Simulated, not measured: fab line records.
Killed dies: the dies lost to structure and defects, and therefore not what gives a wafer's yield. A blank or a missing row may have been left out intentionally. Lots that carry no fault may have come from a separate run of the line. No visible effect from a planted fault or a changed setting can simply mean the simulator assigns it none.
Struck lot and sound lot, side by side | flow sky130 | 17 out of 708 route steps
Sound: these wafers, L536.2, L536.4, L536.6. The struck wafers were L544.3, L544.5, L544.6. The cause is given at the end.
Each step with rows lists, per side, the tool, then ch with its chambers, then its first start. Under that, the readings that differ: sound wafers | struck wafers | difference of the means | sigmas: that difference in standard deviations of wafers without a fault.
alike: readings whose means differ by less than 2 such deviations, and words and numbers that are the same on both sides. not compared: withheld readings, readings that some wafer has no value for, bounds like >300 that may hide the same value, and numbers for which the record gives no deviation and whose values overlap.
Wherever a step has rows on one side only, a row that says differs or no value, or a row with sigmas, the two part there. Numbers that have no deviation but don't overlap get no sigmas and don't part them. A reading that every wafer of one side lacks parts them only if that side has two wafers or more.

first, 1 step without rows for these wafers: SKY_VT_ADJUST_NCORE_IMPLANT_09.
SKY_VT_ADJUST_NCORE_STRIP_10: strips in O2/N2.
  sound on plasma asher-03 ch 0,1, day 8 19:44; struck on plasma asher-04 ch 0,1, day 11 05:11
  alike: drypump motor current A, oes product au, strip time to endpoint s
  not compared: rf hours counter h
SKY_VT_ADJUST_NCORE_TW_MEAS_11:
  struck on film metro-04, day 11 05:16; sound on film metro-04, day 8 19:50
  alike: VT_ADJUST_NCORE_TW
then, 7 steps without rows for these wafers: SKY_VT_ADJUST_HVTR_DEHYDRATE_00 (time 60 s); SKY_VT_ADJUST_HVTR_HMDS_01 (prime time 60 s); SKY_VT_ADJUST_HVTR_COAT_02 (resist thk 1140 nm); SKY_VT_ADJUST_HVTR_SOFTBAKE_03 (time 60 s); SKY_VT_ADJUST_HVTR_EXPOSE_04 (exposes mask HVTRM, target cd 380 nm); SKY_VT_ADJUST_HVTR_PEB_05; SKY_VT_ADJUST_HVTR_DEVELOP_06 (develop time 60 s).
SKY_VT_ADJUST_HVTR_CD_MEAS_07 targets a cd of 380 nm.
  struck on cd sem-01, day 12 05:05; sound on cd sem-01, day 9 14:53
  reading    | sound       | struck      | difference | sigmas
  cd nm (nm) | 385 385 384 | 377 380 378 | -6         | -2
SKY_VT_ADJUST_HVTR_OVL_MEAS_08:
  struck on overlay-01, day 12 05:11; sound on overlay-01, day 9 14:59
  alike: VT_ADJUST_HVTR_OVL
SKY_VT_ADJUST_HVTR_IMPLANT_09:
  sound on implanter-02 ch 0, day 9 15:03; struck on implanter-04 ch 0, day 12 05:15
  reading            | sound             | struck            | difference | sigmas
  beam on s (s)      | 10.08 10.14 10.29 | 8.24 8.50 8.21    | -1.85      | -8
  faraday current uA | 11.76 11.69 11.51 | 14.36 13.88 14.48 | +2.59      | +10
  alike: beam energy keV
SKY_VT_ADJUST_HVTR_STRIP_10: strips in O2/N2.
  sound on plasma asher-04 ch 0, day 9 15:10; struck on plasma asher-04 ch 0,1, day 12 05:23
  alike: drypump motor current A, oes product au, strip time to endpoint s
  not compared: rf hours counter h
SKY_VT_ADJUST_HVTR_TW_MEAS_11:
  struck on film metro-04, day 12 05:28; sound on film metro-04, day 9 15:17
  reading           | sound             | struck            | difference | sigmas
  VT_ADJUST_HVTR_TW | 210.6 209.6 210.5 | 199.3 198.2 198.7 | -11.5      | -12
then, 1 step without rows for these wafers: SKY_VT_ADJUST_PCH_DEHYDRATE_00 (time 60 s).
-- a jump in the record: the struck wafers' starts before and after are 36 days apart (it breaks off in module VT_ADJUST_PCH and resumes in module PAD_OPEN, where the first step shown is number 708 of the route) --
SKY_PAD_OPEN_PROBE_99:
  struck on prober-02, day 48 12:10; sound on prober-01, day 46 01:14
  reading                                  | sound                   | struck                  | difference | sigmas
  killed at contacts                       | 24 27 32                | 17 21 12                | -11        | -2
  model.etest.pfet_01v8_mvt.drive ua um    | 147.5 145.8 144.6       | 141.4 144 142.4         | -3.4       |
  model.etest.pfet_01v8_mvt.off log10 a um | -11.28 -11.24 -11.19    | -11.61 -11.5 -11.54     | -0.31      |
  model.etest.pfet_01v8_mvt.vt sat v (V)   | -0.5944 -0.5965 -0.6069 | -0.631 -0.6267 -0.6372  | -0.032     |
  model.etest.pfet_01v8_mvt.vt v (V)       | -0.6804 -0.6815 -0.6869 | -0.7052 -0.7071 -0.7104 | -0.0246    |
  model.etest.pfet_01v8_mvt.vt long v (V)  | -0.8885 -0.8875 -0.8901 | -0.9072 -0.9066 -0.9076 | -0.0184    |
  alike: killed_at_M0_to_M3, killed_at_M4_up, killed at front end, killed at other, killed dies, killed open, killed short

WHERE THEY PART
First at SKY_VT_ADJUST_HVTR_CD_MEAS_07; last, within this record, at SKY_PAD_OPEN_PROBE_99.

WHY: what had been put in by the simulator
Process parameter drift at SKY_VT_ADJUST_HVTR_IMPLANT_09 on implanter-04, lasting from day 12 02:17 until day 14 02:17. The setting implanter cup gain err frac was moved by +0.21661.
